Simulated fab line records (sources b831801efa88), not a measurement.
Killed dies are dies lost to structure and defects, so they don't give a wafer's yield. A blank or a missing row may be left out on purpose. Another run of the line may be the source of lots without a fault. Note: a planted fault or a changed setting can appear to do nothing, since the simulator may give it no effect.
The tool behind it: which one? :: flow gf180mcu :: 14 lots with 40 wafers sampled at 5 steps, on a route of 602 steps

## WHAT EACH GAUGE READ, for each wafer
GF_STI_CD_MEAS_12 targets a cd of 220 nm. Usual: cd nm reads 219.9 nm (standard deviation 1.3).
lot: L879
measured: day 2 01:42
on: cd sem-02
cd nm (nm): 218.3 219.1 219.4
flag: 

lot: L880
measured: day 2 09:13
on: cd sem-02
cd nm (nm): 221.5 221.6 221.4
flag: 

lot: L881
measured: day 2 14:14
on: cd sem-01
cd nm (nm): 219.8 218.7 217.0
flag: 

lot: L883
measured: day 3 01:02
on: cd sem-02
cd nm (nm): 219.8 218.9 219.2
flag: 

lot: L885
measured: day 3 11:54
on: cd sem-01
cd nm (nm): 219.3 218.6 219.8
flag: 

lot: L887
measured: day 3 19:25
on: cd sem-01
cd nm (nm): 221.0 220.6 219.5
flag: 

lot: L888
measured: day 3 23:14
on: cd sem-01
cd nm (nm): 219.5 219.9 220.2
flag: 

lot: L890
measured: day 4 09:35
on: cd sem-02
cd nm (nm): 218.9 220.3 220.0
flag: 

lot: L891
measured: day 4 14:56
on: cd sem-01
cd nm (nm): 220.5 219.9 220.2
flag: 

lot: L893
measured: day 5 02:06
on: cd sem-01
cd nm (nm): 219.9 219.3 219.4
flag: 

lot: L894
measured: day 5 09:36
on: cd sem-01
cd nm (nm): 210.2 219.4
flag: OFF

lot: L897
measured: day 5 22:16
on: cd sem-01
cd nm (nm): 210.3 209.5
flag: OFF

lot: L900
measured: day 6 14:37
on: cd sem-02
cd nm (nm): 217.4 217.7 217.2
flag: 

lot: L901
measured: day 6 18:43
on: cd sem-02
cd nm (nm): 218.0 218.5 218.3
flag: 

GF_VT_IMPLANT_TW_MEAS_10. Usual: VT_IMPLANT_TW 560, standard deviation 4.4.
lot: L879
measured: day 6 02:19
on: film metro-02
VT_IMPLANT_TW: 559 555 556
flag: 

lot: L880
measured: day 6 10:27
on: film metro-01
VT_IMPLANT_TW: 563 562 565
flag: 

lot: L881
measured: day 6 10:44
on: film metro-01
VT_IMPLANT_TW: 564 559 561
flag: 

lot: L883
measured: day 6 21:19
on: film metro-02
VT_IMPLANT_TW: 552 554 554
flag: 

lot: L885
measured: day 7 06:59
on: film metro-01
VT_IMPLANT_TW: 562 566 565
flag: 

lot: L887
measured: day 7 16:06
on: film metro-04
VT_IMPLANT_TW: 567 562 565
flag: 

lot: L888
measured: day 7 21:59
on: film metro-02
VT_IMPLANT_TW: 554 554 552
flag: 

lot: L890
measured: day 8 10:49
on: film metro-01
VT_IMPLANT_TW: 560 561 563
flag: 

lot: L891
measured: day 8 17:05
on: film metro-01
VT_IMPLANT_TW: 565 561 559
flag: 

lot: L893
measured: day 9 04:28
on: film metro-01
VT_IMPLANT_TW: 560 561 563
flag: 

lot: L894
measured: day 9 12:39
on: film metro-01
VT_IMPLANT_TW: 564 559
flag: 

lot: L897
measured: day 10 04:36
on: film metro-01
VT_IMPLANT_TW: 560 560
flag: 

lot: L900
measured: day 11 03:32
on: film metro-02
VT_IMPLANT_TW: 557 552 554
flag: 

lot: L901
measured: day 11 05:27
on: film metro-02
VT_IMPLANT_TW: 555 554 556
flag: 

GF_VT_IMPLANT_RS_MEAS_47: the measuring method here is four-point-probe. Usual: NWELL_RS 487.7 ohm/sq, standard deviation 1.2.
lot: L879
measured: day 8 01:06
on: film metro-03
NWELL_RS (ohm/sq): 489.5 490.0 489.2
flag: 

lot: L880
measured: day 8 10:34
on: film metro-04
NWELL_RS (ohm/sq): 488.9 486.3 488.3
flag: 

lot: L881
measured: day 8 10:42
on: film metro-02
NWELL_RS (ohm/sq): 486.9 486.2 486.7
flag: 

lot: L883
measured: day 8 22:18
on: film metro-04
NWELL_RS (ohm/sq): 488.2 487.6 488.9
flag: 

lot: L885
measured: day 9 08:10
on: film metro-02
NWELL_RS (ohm/sq): 487.1 487.6 487.5
flag: 

lot: L887
measured: day 9 17:37
on: film metro-04
NWELL_RS (ohm/sq): 489.9 488.3 489.4
flag: 

lot: L888
measured: day 9 23:55
on: film metro-02
NWELL_RS (ohm/sq): 486.1 487.8 487.4
flag: 

lot: L890
measured: day 10 14:58
on: film metro-04
NWELL_RS (ohm/sq): 487.8 486.3 486.2
flag: 

lot: L891
measured: day 10 21:31
on: film metro-03
NWELL_RS (ohm/sq): 486.5 487.1 486.5
flag: 

lot: L893
measured: day 11 10:34
on: film metro-04
NWELL_RS (ohm/sq): 487.8 488.1 487.4
flag: 

lot: L894
measured: day 11 20:08
on: film metro-02
NWELL_RS (ohm/sq): 485.2 485.8
flag: 

lot: L897
measured: day 12 13:25
on: film metro-04
NWELL_RS (ohm/sq): 487.2 487.2
flag: 

lot: L900
measured: day 13 15:34
on: film metro-03
NWELL_RS (ohm/sq): 487.8 486.3 487.4
flag: 

lot: L901
measured: day 13 16:38
on: film metro-02
NWELL_RS (ohm/sq): 484.9 485.4 485.7
flag: 

## WHICH TOOL RAN EACH LOT (tool, then ch and the chambers of the sampled wafers, then the start)
lot: L879
GF_STI_EXPOSE_09: krf scanner-01 ch 0, day 1 20:07
GF_STI_CMP_25: cmp-02 ch 1,3, day 2 08:43

lot: L880
GF_STI_EXPOSE_09: krf scanner-01 ch 0, day 2 03:41
GF_STI_CMP_25: cmp-02 ch 0,2,3, day 2 18:23

lot: L881
GF_STI_EXPOSE_09: krf scanner-02 ch 0, day 2 08:35
GF_STI_CMP_25: cmp-01 ch 2,3, day 2 18:23

lot: L883
GF_STI_EXPOSE_09: krf scanner-02 ch 0, day 2 19:30
GF_STI_CMP_25: cmp-02 ch 1,2,3, day 3 03:09

lot: L885
GF_STI_EXPOSE_09: krf scanner-02 ch 0, day 3 05:58
GF_STI_CMP_25: cmp-01 ch 1,2, day 3 13:57

lot: L887
GF_STI_EXPOSE_09: krf scanner-01 ch 0, day 3 13:14
GF_STI_CMP_25: cmp-02 ch 1,3, day 3 22:13

lot: L888
GF_STI_EXPOSE_09: krf scanner-01 ch 0, day 3 16:55
GF_STI_CMP_25: cmp-01 ch 1,3, day 4 02:05

lot: L890
GF_STI_EXPOSE_09: krf scanner-02 ch 0, day 4 03:34
GF_STI_CMP_25: cmp-02 ch 1,2,3, day 4 11:40

lot: L891
GF_STI_EXPOSE_09: krf scanner-01 ch 0, day 4 08:22
GF_STI_CMP_25: cmp-01 ch 0,1,3, day 4 18:11

lot: L893
GF_STI_EXPOSE_09: krf scanner-01 ch 0, day 4 19:10
GF_STI_CMP_25: cmp-02 ch 1,2, day 5 04:10

lot: L894
GF_STI_EXPOSE_09: krf scanner-01 ch 0, day 5 02:46
GF_STI_CMP_25: cmp-01 ch 1,2, day 5 11:41

lot: L897
GF_STI_EXPOSE_09: krf scanner-01 ch 0, day 5 15:02
GF_STI_CMP_25: cmp-01 ch 1,3, day 6 00:41

lot: L900
GF_STI_EXPOSE_09: krf scanner-02 ch 0, day 6 07:31
GF_STI_CMP_25: cmp-01 ch 0,1,3, day 6 18:50

lot: L901
GF_STI_EXPOSE_09: krf scanner-02 ch 0, day 6 10:49
GF_STI_CMP_25: cmp-02 ch 0,1,2, day 6 20:45
- GF_STI_EXPOSE_09: exposes mask COMP, target cd 220 nm.
- GF_STI_CMP_25: polishes, stops on Si3N4, t overpolish 33 s, target thk 524.6 nm.

## WHAT THE TOOLS THEMSELVES READ (means of the sampled wafers that have a number; where no wafer has one, the mark that the record gives instead)
GF_STI_EXPOSE_09. Usual: stage vel mm s 500.04 mm/s, standard deviation 0.26.
lot: L879
tool: krf scanner-01
stage vel mm s (mm/s): 499.88
flag: 

lot: L880
tool: krf scanner-01
stage vel mm s (mm/s): 499.85
flag: 

lot: L881
tool: krf scanner-02
stage vel mm s (mm/s): 499.76
flag: 

lot: L883
tool: krf scanner-02
stage vel mm s (mm/s): 499.41
flag: 

lot: L885
tool: krf scanner-02
stage vel mm s (mm/s): 500.19
flag: 

lot: L887
tool: krf scanner-01
stage vel mm s (mm/s): 500.24
flag: 

lot: L888
tool: krf scanner-01
stage vel mm s (mm/s): 500.03
flag: 

lot: L890
tool: krf scanner-02
stage vel mm s (mm/s): 499.89
flag: 

lot: L891
tool: krf scanner-01
stage vel mm s (mm/s): 500.02
flag: 

lot: L893
tool: krf scanner-01
stage vel mm s (mm/s): 500.09
flag: 

lot: L894
tool: krf scanner-01
stage vel mm s (mm/s): 499.99
flag: 

lot: L897
tool: krf scanner-01
stage vel mm s (mm/s): 500.38
flag: 

lot: L900
tool: krf scanner-02
stage vel mm s (mm/s): 499.98
flag: 

lot: L901
tool: krf scanner-02
stage vel mm s (mm/s): 499.88
flag: 

GF_STI_CMP_25. Usual: edge zone pressure frac 1.000, standard deviation 0.0044; motor current A 11.7 A, standard deviation 1.4; overpolish run s 33.001 s, standard deviation 0.0082; time to endpoint s 123 s, standard deviation 4.6.
lot: L879
tool: cmp-02
edge zone pressure frac: 1.001
motor current A (A): 11.6
overpolish run s (s): 33.003
time to endpoint s (s): 122
flag: 

lot: L880
tool: cmp-02
edge zone pressure frac: 0.998
motor current A (A): 12.3
overpolish run s (s): 32.999
time to endpoint s (s): 123
flag: 

lot: L881
tool: cmp-01
edge zone pressure frac: 1.000
motor current A (A): 10.4
overpolish run s (s): 33.002
time to endpoint s (s): 131
flag: 

lot: L883
tool: cmp-02
edge zone pressure frac: 0.997
motor current A (A): 11.5
overpolish run s (s): 33.013
time to endpoint s (s): 125
flag: 

lot: L885
tool: cmp-01
edge zone pressure frac: 0.998
motor current A (A): 12.6
overpolish run s (s): 33.009
time to endpoint s (s): 127
flag: 

lot: L887
tool: cmp-02
edge zone pressure frac: 0.995
motor current A (A): 10.7
overpolish run s (s): 33.005
time to endpoint s (s): 123
flag: 

lot: L888
tool: cmp-01
edge zone pressure frac: 1.005
motor current A (A): 11.5
overpolish run s (s): 33.001
time to endpoint s (s): 117
flag: 

lot: L890
tool: cmp-02
edge zone pressure frac: 1.000
motor current A (A): 11.3
overpolish run s (s): 33.002
time to endpoint s (s): 122
flag: 

lot: L891
tool: cmp-01
edge zone pressure frac: 1.000
motor current A (A): 11.3
overpolish run s (s): 33.004
time to endpoint s (s): 120
flag: 

lot: L893
tool: cmp-02
edge zone pressure frac: 0.999
motor current A (A): 11.2
overpolish run s (s): 32.993
time to endpoint s (s): 127
flag: 

lot: L894
tool: cmp-01
edge zone pressure frac: 1.000
motor current A (A): 12.9
overpolish run s (s): 33.000
time to endpoint s (s): 118
flag: 

lot: L897
tool: cmp-01
edge zone pressure frac: 1.002
motor current A (A): 11.0
overpolish run s (s): 33.010
time to endpoint s (s): 119
flag: 

lot: L900
tool: cmp-01
edge zone pressure frac: 0.996
motor current A (A): 10.9
overpolish run s (s): 33.008
time to endpoint s (s): 117
flag: 

lot: L901
tool: cmp-02
edge zone pressure frac: 1.004
motor current A (A): 11.6
overpolish run s (s): 33.015
time to endpoint s (s): 124
flag: 

## THE ANSWER, worked out from the rows above alone
Rule: lot off if the mean of its wafers having a number is beyond 3 standard deviations from the usual mean. Also off: a lot with no number at a reading for which 4 or more lots have one. The other lots that the step has rows for count as sound. Order of review: gauges by route order, followed by the tools' own readings, for which a lot's mean as printed above is used. The first step at which some lot is off is used, and at that step the reading that is off furthest; a lot without a number counts as furthest.
Off: L894, L897 (GF_STI_CD_MEAS_12, cd nm).
If a tool, at a process step before that reading, ran all the lots that are off and no sound lot after the first of them, it fits. Gauges at GF_STI_CD_MEAS_12: tried the same way as those tools. Undecided on this evidence; 2 tools fit (krf scanner-01 at GF_STI_EXPOSE_09, cd sem-01 at GF_STI_CD_MEAS_12).

## WHAT THE SIMULATOR HAD PUT IN
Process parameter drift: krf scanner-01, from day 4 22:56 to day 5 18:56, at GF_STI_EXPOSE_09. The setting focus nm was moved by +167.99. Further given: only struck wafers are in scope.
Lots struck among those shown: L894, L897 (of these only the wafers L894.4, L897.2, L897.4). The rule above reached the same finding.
